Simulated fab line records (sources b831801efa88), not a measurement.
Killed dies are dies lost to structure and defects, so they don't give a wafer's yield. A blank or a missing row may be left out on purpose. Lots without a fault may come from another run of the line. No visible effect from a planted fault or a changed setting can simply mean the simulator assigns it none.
fab line records	flow sky130
[record] lots = 15	wafers = 45	last-day = 50
route steps=708 shown METAL4@630 VIA4@659 METAL5@664 PASSIVATION@689
lots that met no fault: taken from a fault-free run of the same line
start-h: hours from the record's first day to the start of the lot's first wafer shown	wait-h: how many hours have passed since the lot's step before this one	" unchanged from the row above	L1.1+2: a row that stands for several wafers	- value missing, or start not given	* or withheld: withheld	< > ~ a bound
route shown NAME@n: NAME is a module with steps in the file, n the number in the route of the first one	usual: mean/standard deviation taken from wafers without a fault	same: alike in all rows	chamber/n: place in a boat	sites: readings site by site	_std_site: how widely they spread, as a standard deviation	_edge_site: mean of outer sites minus mean of inner sites	radius-mm: for every site, how far away it sits from the centre of the wafer	mask NAME#n: copy n	behind: tool/chamber where the wafer was last shaped	hold: reason for holding the lot/hours on hold/outcome of the hold	device: names the non-switching transistor (n, p or np)	end of line: the route-end tests of the same wafers	a step with no rows: only its recipe	killed: at the first sort, the dies lost to defects and structure; wafer yield is something else	map: dies across one wafer; x = killed, . = not, _ = none there
set.NAME: setting as actually run; set.NAME@STEP: the setting as run at that earlier step	model.NAME: the simulator's own value behind a step, which no gauge read
a sample of lots followed through the steps of the route, with each step as a table and each wafer as a row
services: from which hour (start-h, from the record's first day; less than 0 if before it) a tool's chamber was out of use, for how many hours, and why
[[steps]]
[step SKY_METAL4_OVL_MEAS_14]
[usual] METAL4_OVL = 2/5.3
lot.wafer	tool	chamber	start-h	wait-h	METAL4_OVL[nm]
L146.2	overlay-01	-	985.67	0.1	6
L146.5	"	-	"	"	-2
L146.6	"	-	"	"	-1
L148.1	overlay-02	-	1007.71	0.1	-6
L148.2	"	-	"	"	-1
L148.3	"	-	"	"	-7
L149.2	overlay-02	-	1009.80	0.1	-2
L149.5	"	-	"	"	-2
L149.6	"	-	"	"	-5
L150.2	overlay-02	-	1013.69	0.1	1
L150.3	"	-	"	"	1
L150.5	"	-	"	"	8
L151.1	overlay-01	-	1024.33	0.1	-3
L151.2	"	-	"	"	1
L151.4	"	-	"	"	-8
L152.2	overlay-01	-	1028.54	0.1	6
L152.3	"	-	"	"	-1
L152.5	"	-	"	"	5
L153.1	overlay-01	-	1037.58	0.1	1
L153.2	"	-	"	"	4
L153.4	"	-	"	"	5
L160.2	overlay-01	-	1079.15	0.1	4
L160.3	"	-	"	"	-9
L160.5	"	-	"	"	-4
L161.1	overlay-02	-	1083.88	0.1	6
L161.2	"	-	"	"	2
L161.4	"	-	"	"	-2
L162.1	overlay-02	-	1086.08	0.1	10
L162.3	"	-	"	"	8
L162.5	"	-	"	"	14
L163.3	overlay-02	-	1089.85	0.1	-1
L163.4	"	-	"	"	-5
L163.5	"	-	"	"	3
L164.1	overlay-02	-	1106.60	0.1	0
L164.2	"	-	"	"	0
L164.5	"	-	"	"	-3
L165.1	overlay-01	-	1119.10	0.1	2
L165.2	"	-	"	"	11
L165.3	"	-	"	"	1
L167.2	overlay-01	-	1124.02	0.1	11
L167.3	"	-	"	"	3
L167.6	"	-	"	"	5
L166.3	overlay-01	-	1129.81	0.1	1
L166.5	"	-	"	"	3
L166.6	"	-	"	"	4
[step SKY_VIA4_THK_MEAS_20]
[recipe] thk-meas-gauge = xrf	reads = W_of_VIA4_CVD_18
[usual] VIA4_W_THK = 497/9
lot.wafer	tool	chamber	start-h	wait-h	VIA4_W_THK[nm]
L146.2	film-metro-03	-	1011.49	0.1	498
L146.5	"	-	"	"	496
L146.6	"	-	"	"	506
L148.1	film-metro-03	-	1033.39	0.1	482
L148.2	"	-	"	"	503
L148.3	"	-	"	"	501
L149.2	film-metro-03	-	1034.64	0.1	509
L149.5	"	-	"	"	490
L149.6	"	-	"	"	505
L150.2	film-metro-02	-	1038.12	0.1	500
L150.3	"	-	"	"	496
L150.5	"	-	"	"	497
L151.1	film-metro-04	-	1049.21	0.1	501
L151.2	"	-	"	"	483
L151.4	"	-	"	"	478
L152.2	film-metro-03	-	1053.84	0.1	488
L152.3	"	-	"	"	492
L152.5	"	-	"	"	495
L153.1	film-metro-04	-	1061.61	0.1	488
L153.2	"	-	"	"	520
L153.4	"	-	"	"	487
L160.2	film-metro-02	-	1101.78	0.1	485
L160.3	"	-	"	"	487
L160.5	"	-	"	"	507
L161.1	film-metro-02	-	1106.20	0.1	493
L161.2	"	-	"	"	497
L161.4	"	-	"	"	493
L162.1	film-metro-02	-	1109.25	0.1	498
L162.3	"	-	"	"	500
L162.5	"	-	"	"	488
L163.3	film-metro-03	-	1112.29	0.1	501
L163.4	"	-	"	"	494
L163.5	"	-	"	"	508
L164.1	film-metro-02	-	1128.44	0.1	500
L164.2	"	-	"	"	488
L164.5	"	-	"	"	501
L165.1	film-metro-04	-	1140.94	0.1	504
L165.2	"	-	"	"	482
L165.3	"	-	"	"	487
L167.2	film-metro-02	-	1145.42	0.1	488
L167.3	"	-	"	"	498
L167.6	"	-	"	"	491
L166.3	film-metro-03	-	1150.93	0.1	496
L166.5	"	-	"	"	498
L166.6	"	-	"	"	489
[step SKY_METAL5_SPUTTER_03]
[recipe] material = Ti	target-thk-nm = 5	power-w = 3000	time-s = 3.3	chamber-pressure-pa = 0.4
[usual] throttle-valve-pct = 29.9/0.7
lot.wafer	tool	chamber	start-h	wait-h	throttle-valve-pct
L146.2	pvd-sputter-02	-	1011.94	0.0	29.8
L146.5	"	-	"	"	29.3
L146.6	"	-	"	"	30.4
L148.1	pvd-sputter-02	-	1033.84	0.0	30.6
L148.2	"	-	"	"	29.3
L148.3	"	-	"	"	29.4
L149.2	pvd-sputter-02	-	1035.27	0.0	29.1
L149.5	"	-	"	"	30.5
L149.6	"	-	"	"	29.6
L150.2	pvd-sputter-03	-	1038.57	0.0	29.2
L150.3	"	-	"	"	31.1
L150.5	"	-	"	"	31.4
L151.1	pvd-sputter-02	-	1049.67	0.0	30.7
L151.2	"	-	"	"	29.2
L151.4	"	-	"	"	29.6
L152.2	pvd-sputter-03	-	1054.29	0.0	29.9
L152.3	"	-	"	"	30.0
L152.5	"	-	"	"	29.7
L153.1	pvd-sputter-02	-	1062.07	0.0	30.6
L153.2	"	-	"	"	29.0
L153.4	"	-	"	"	29.3
L160.2	pvd-sputter-02	-	1102.23	0.0	29.2
L160.3	"	-	"	"	29.9
L160.5	"	-	"	"	28.8
L161.1	pvd-sputter-03	-	1106.66	0.0	29.7
L161.2	"	-	"	"	30.3
L161.4	"	-	"	"	31.2
L162.1	pvd-sputter-01	-	1109.71	0.0	29.7
L162.3	"	-	"	"	29.0
L162.5	"	-	"	"	30.3
L163.3	pvd-sputter-02	-	1112.83	0.0	29.4
L163.4	"	-	"	"	29.1
L163.5	"	-	"	"	29.2
L164.1	pvd-sputter-03	-	1128.90	0.0	30.1
L164.2	"	-	"	"	29.7
L164.5	"	-	"	"	29.7
L165.1	pvd-sputter-02	-	1141.41	0.0	30.8
L165.2	"	-	"	"	29.1
L165.3	"	-	"	"	29.8
L167.2	pvd-sputter-03	-	1145.87	0.0	29.3
L167.3	"	-	"	"	31.1
L167.6	"	-	"	"	30.3
L166.3	pvd-sputter-02	-	1151.37	0.0	29.1
L166.5	"	-	"	"	28.7
L166.6	"	-	"	"	30.5
[step SKY_PASSIVATION_EXPOSE_08]
[recipe] mask-id = NSM	target-cd-nm = 3000	na = 0.57	dose-mj = 260
[usual] exposure-dose-mJ-cm2 = 260.0/0.31	focus-offset-nm = 0.0/0.56
lot.wafer	tool	chamber	start-h	wait-h	mask	exposure-dose-mJ-cm2	focus-offset-nm
L146.2	iline-stepper-01	0	1048.72	-	NSM#0	260.3	0.7
L146.5	"	0	"	"	NSM#0	259.9	0.5
L146.6	"	0	"	"	NSM#0	260.1	-1.0
L148.1	iline-stepper-01	0	1068.40	-	NSM#0	260.1	0.7
L148.2	"	0	"	"	NSM#0	259.7	0.9
L148.3	"	0	"	"	NSM#0	259.8	0.9
L149.2	iline-stepper-01	0	1070.41	-	NSM#0	259.8	0.1
L149.5	"	0	"	"	NSM#0	260.0	0.4
L149.6	"	0	"	"	NSM#0	260.4	0.0
L150.2	iline-stepper-01	0	1072.62	-	NSM#0	259.3	-0.5
L150.3	"	0	"	"	NSM#0	259.4	-0.4
L150.5	"	0	"	"	NSM#0	259.5	0.1
L151.1	iline-stepper-01	0	1082.39	-	NSM#0	259.7	0.4
L151.2	"	0	"	"	NSM#0	259.9	1.1
L151.4	"	0	"	"	NSM#0	259.8	0.7
L152.2	iline-stepper-02	0	1086.60	-	NSM#0	260.2	-0.4
L152.3	"	0	"	"	NSM#0	259.6	0.1
L152.5	"	0	"	"	NSM#0	260.3	-0.3
L153.1	iline-stepper-01	0	1094.78	-	NSM#0	260.1	0.0
L153.2	"	0	"	"	NSM#0	260.0	-1.0
L153.4	"	0	"	"	NSM#0	260.3	-0.2
L160.2	iline-stepper-02	-	1133.09	-	NSM#0	-	-
L160.3	"	-	"	"	NSM#0	-	-
L160.5	"	-	"	"	NSM#0	-	-
L161.1	iline-stepper-02	-	1136.36	-	NSM#0	-	-
L161.2	"	-	"	"	NSM#0	-	-
L161.4	"	-	"	"	NSM#0	-	-
L162.1	iline-stepper-02	-	1139.55	-	NSM#0	-	-
L162.3	"	-	"	"	NSM#0	-	-
L162.5	"	-	"	"	NSM#0	-	-
L163.3	iline-stepper-01	0	1143.02	-	NSM#0	259.4	0.2
L163.4	"	0	"	"	NSM#0	259.5	-0.3
L163.5	"	0	"	"	NSM#0	260.0	0.3
L164.1	iline-stepper-02	0	1157.83	-	NSM#0	260.1	-0.3
L164.2	"	0	"	"	NSM#0	260.6	-0.7
L164.5	"	0	"	"	NSM#0	260.3	0.6
L165.1	iline-stepper-01	0	1168.78	-	NSM#0	260.1	0.4
L165.2	"	0	"	"	NSM#0	260.0	0.3
L165.3	"	0	"	"	NSM#0	259.6	1.2
L167.2	iline-stepper-02	0	1172.66	-	NSM#0	260.0	0.0
L167.3	"	0	"	"	NSM#0	259.9	-0.2
L167.6	"	0	"	"	NSM#0	259.8	-0.4
L166.3	iline-stepper-02	0	1177.94	-	NSM#0	259.9	-0.5
L166.5	"	0	"	"	NSM#0	260.2	0.0
L166.6	"	0	"	"	NSM#0	259.9	-0.3
[[services]]
tool	chamber	start-h	hours	kind
iline-stepper-02	-	998.92	2.9	repair
pvd-sputter-01	-	1003.53	1.0	repair
iline-stepper-02	0	1025.09	-	calibration
iline-stepper-02	-	1033.19	7.2	repair
iline-stepper-02	-	1071.56	2.1	pm
iline-stepper-02	-	1073.65	-	consumable-replace:lamp
iline-stepper-02	-	1119.27	4.7	repair
iline-stepper-01	-	1125.75	1.7	pm
iline-stepper-02	-	1127.42	1.7	pm
iline-stepper-01	0	1131.85	-	calibration
[[key]]
[first-sign] step = SKY_PASSIVATION_EXPOSE_08	reading = tool-record	direction = missing
effect none on later readings
met-at SKY_PASSIVATION_EXPOSE_08
struck-lots L160,L161,L162
later-rows-left-out L160.2,L160.3,L160.5,L161.1,L161.2,L161.4,L162.1,L162.3,L162.5
sort-left-out L160.2,L160.3,L160.5,L161.1,L161.2,L161.4,L162.1,L162.3,L162.5
not-acting-at SKY_METAL4_OVL_MEAS_14,SKY_VIA4_THK_MEAS_20,SKY_METAL5_SPUTTER_03
onset-between 1086.60 1133.09
[fault] kind = skipped-step-whole	tool = iline-stepper-02	chamber = -	onset-h = 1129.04	steps = SKY_PASSIVATION_EXPOSE_08	scope = struck-lots-only
// sort-left-out: the simulated sort isn't trusted on such a fault, so these wafers' sort isn't shown, and their yield isn't known
// later-rows-left-out: the simulator's readings of these wafers behind a module that went badly wrong aren't trusted and aren't shown, but for the sort
